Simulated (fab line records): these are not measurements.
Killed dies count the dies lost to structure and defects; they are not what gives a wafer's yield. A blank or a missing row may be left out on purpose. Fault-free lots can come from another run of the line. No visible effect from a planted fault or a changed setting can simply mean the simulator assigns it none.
The tool behind it: which one?    flow sky130    Sampling: 10 lots, 30 wafers, 5 of 708 route steps

## WHAT EACH GAUGE READ, for each wafer
SKY_PASSIVATION_THK_MEAS_01. Usual: PASSIVATION_CVD_00_THK gives 90.4 nm (standard deviation 1).
lot   measured      on             PASSIVATION_CVD_00_THK (nm)  flag
L558  day 44 14:48  film metro-02  91.2 90.3 91.2               
L559  day 44 20:13  film metro-02  91.9 90.8 90.0               
L561  day 45 06:39  film metro-01  90.7 92.3 91.6               
L566  day 46 13:28  film metro-01  90.3 90.5 91.0               
L570  day 47 08:50  film metro-02  90.2 91.4 39.9               OFF
L571  day 47 16:19  film metro-03  38.4 89.2 39.2               OFF
L575  day 48 07:49  film metro-01  89.3 87.9 90.4               
L579  day 49 06:19  film metro-03  88.9 89.2 90.6               
L580  day 49 11:04  film metro-03  91.3 90.6 90.7               
L581  day 49 16:24  film metro-03  88.7 90.7 91.3               

## EACH LOT AND THE TOOL THAT RAN IT (in order: tool; ch and the chambers of the sampled wafers; start)
lot   SKY_METAL4_SPUTTER_03         SKY_VIA4_ETCH_12                    SKY_VIA4_CMP_21                SKY_PASSIVATION_CVD_00
L558  pvd sputter-04, day 40 12:29  rie diel-03 ch 0,1,2, day 43 13:26  cmp-01 ch 0,1,2, day 43 14:32  pecvd-01 ch 0,2, day 44 14:46
L559  pvd sputter-01, day 40 19:37  rie diel-04 ch 1,3, day 43 19:26    cmp-02 ch 1,2,3, day 43 20:35  pecvd-02 ch 0,2, day 44 20:11
L561  pvd sputter-04, day 41 06:23  rie diel-04 ch 0,1,2, day 44 05:30  cmp-02 ch 1,2, day 44 06:41    pecvd-02 ch 0,2, day 45 06:37
L566  pvd sputter-02, day 42 13:45  rie diel-04 ch 0,1,3, day 45 12:23  cmp-02 ch 0,3, day 45 13:29    pecvd-01 ch 0,1, day 46 13:26
L570  pvd sputter-01, day 43 11:28  rie diel-04 ch 0,1,2, day 46 09:20  cmp-02 ch 1,2, day 46 10:24    pecvd-02 ch 1,2, day 47 08:47
L571  pvd sputter-02, day 43 21:10  rie diel-03 ch 0,1,3, day 46 17:45  cmp-02 ch 1,3, day 46 18:52    pecvd-02 ch 0,2, day 47 16:17
L575  pvd sputter-04, day 44 13:27  rie diel-02 ch 0,1,2, day 47 09:45  cmp-01 ch 0,2,3, day 47 10:49  pecvd-03 ch 0,1, day 48 07:47
L579  pvd sputter-02, day 45 17:15  rie diel-02 ch 0,1,2, day 48 09:30  cmp-01 ch 0,2,3, day 48 10:35  pecvd-01 ch 1,2, day 49 06:17
L580  pvd sputter-04, day 45 22:46  rie diel-03 ch 1,2, day 48 14:14    cmp-02 ch 1,2, day 48 15:18    pecvd-03 ch 0,1,2, day 49 11:01
L581  pvd sputter-02, day 46 07:14  rie diel-02 ch 0,1,3, day 48 21:20  cmp-02 ch 0,2,3, day 48 22:23  pecvd-03 ch 0,1, day 49 16:22
- SKY_METAL4_SPUTTER_03: material Ti, target thk 5 nm, time 3.3 s.
- SKY_VIA4_ETCH_12: etches SiO2 in C4F8/O2/Ar, stops on TiN, target depth 580 nm.
- SKY_VIA4_CMP_21: polishes, stops on SiO2, t overpolish 25 s, target thk 0 nm.
- SKY_PASSIVATION_CVD_00: deposits SiO2, target thk 90 nm.

## AS READ BY THE TOOLS THEMSELVES (means over the sampled wafers that have a number; for cases with no such wafer, the mark the record gives instead)
SKY_METAL4_SPUTTER_03. Usual: throttle valve pct reads 30.4 % (standard deviation 1.2).
lot   tool            throttle valve pct (%)  flag
L558  pvd sputter-04  30.1                    
L559  pvd sputter-01  30.0                    
L561  pvd sputter-04  29.9                    
L566  pvd sputter-02  31.0                    
L570  pvd sputter-01  30.0                    
L571  pvd sputter-02  31.1                    
L575  pvd sputter-04  29.3                    
L579  pvd sputter-02  31.2                    
L580  pvd sputter-04  30.6                    
L581  pvd sputter-02  31.1                    

SKY_VIA4_ETCH_12. Usual: oes product au reads 0.926 a.u. (standard deviation 0.0053).
lot   tool         oes product au (a.u.)  flag
L558  rie diel-03  0.929                  
L559  rie diel-04  0.927                  
L561  rie diel-04  0.927                  
L566  rie diel-04  0.922                  
L570  rie diel-04  0.921                  
L571  rie diel-03  0.921                  
L575  rie diel-02  0.928                  
L579  rie diel-02  0.924                  
L580  rie diel-03  0.924                  
L581  rie diel-02  0.928                  

SKY_VIA4_CMP_21. Usual: motor current A 10.9 A, standard deviation 1; overpolish run s 25.000 s, standard deviation 0.0085; time to endpoint s 123 s, standard deviation 3.3.
lot   tool    motor current A (A)  overpolish run s (s)  time to endpoint s (s)  flag
L558  cmp-01  11.6                 24.996                116                     
L559  cmp-02  9.8                  25.007                127                     
L561  cmp-02  9.9                  24.995                122                     
L566  cmp-02  10.3                 25.008                128                     
L570  cmp-02  9.7                  24.990                124                     
L571  cmp-02  10.5                 25.002                123                     
L575  cmp-01  12.0                 25.003                121                     
L579  cmp-01  12.1                 24.995                125                     
L580  cmp-02  10.4                 25.005                125                     
L581  cmp-02  10.2                 25.001                124                     

SKY_PASSIVATION_CVD_00. Usual: heater power w reads 616 W (standard deviation 71).
lot   tool      heater power w (W)  flag
L558  pecvd-01  577                 
L559  pecvd-02  633                 
L561  pecvd-02  641                 
L566  pecvd-01  598                 
L570  pecvd-02  667                 
L571  pecvd-02  662                 
L575  pecvd-03  548                 
L579  pecvd-01  661                 
L580  pecvd-03  590                 
L581  pecvd-03  572                 

## THE ANSWER, worked out from the rows above alone
Rule: lot off if the mean of its wafers having a number is beyond 3 standard deviations from the usual mean. A lot without any number at a reading at which 4 lots or more have one is off too. The other lots that the step has rows for count as sound. Order of review: gauges by route order, followed by the tools' own readings, for which a lot's mean as printed above is used. At the first step where some lot is off, the reading lying furthest off is the one used; lots without a number count as furthest.
Off: L570, L571, at SKY_PASSIVATION_THK_MEAS_01 (PASSIVATION_CVD_00_THK).
A tool fits if, at a process step before that reading, it ran every lot that is off, and no sound lot after the first of them. Gauges at SKY_PASSIVATION_THK_MEAS_01: tried the same way as those tools. One candidate fits, namely pecvd-02 at SKY_PASSIVATION_CVD_00. Its last sound lot is L561 (day 45 06:37), its first lot that is off L570 (day 47 08:47): a fault that began between those two fits.

## WHAT THE SIMULATOR HAD PUT IN
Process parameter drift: pecvd-02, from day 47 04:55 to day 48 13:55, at SKY_PASSIVATION_CVD_00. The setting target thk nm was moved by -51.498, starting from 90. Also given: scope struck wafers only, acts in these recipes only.
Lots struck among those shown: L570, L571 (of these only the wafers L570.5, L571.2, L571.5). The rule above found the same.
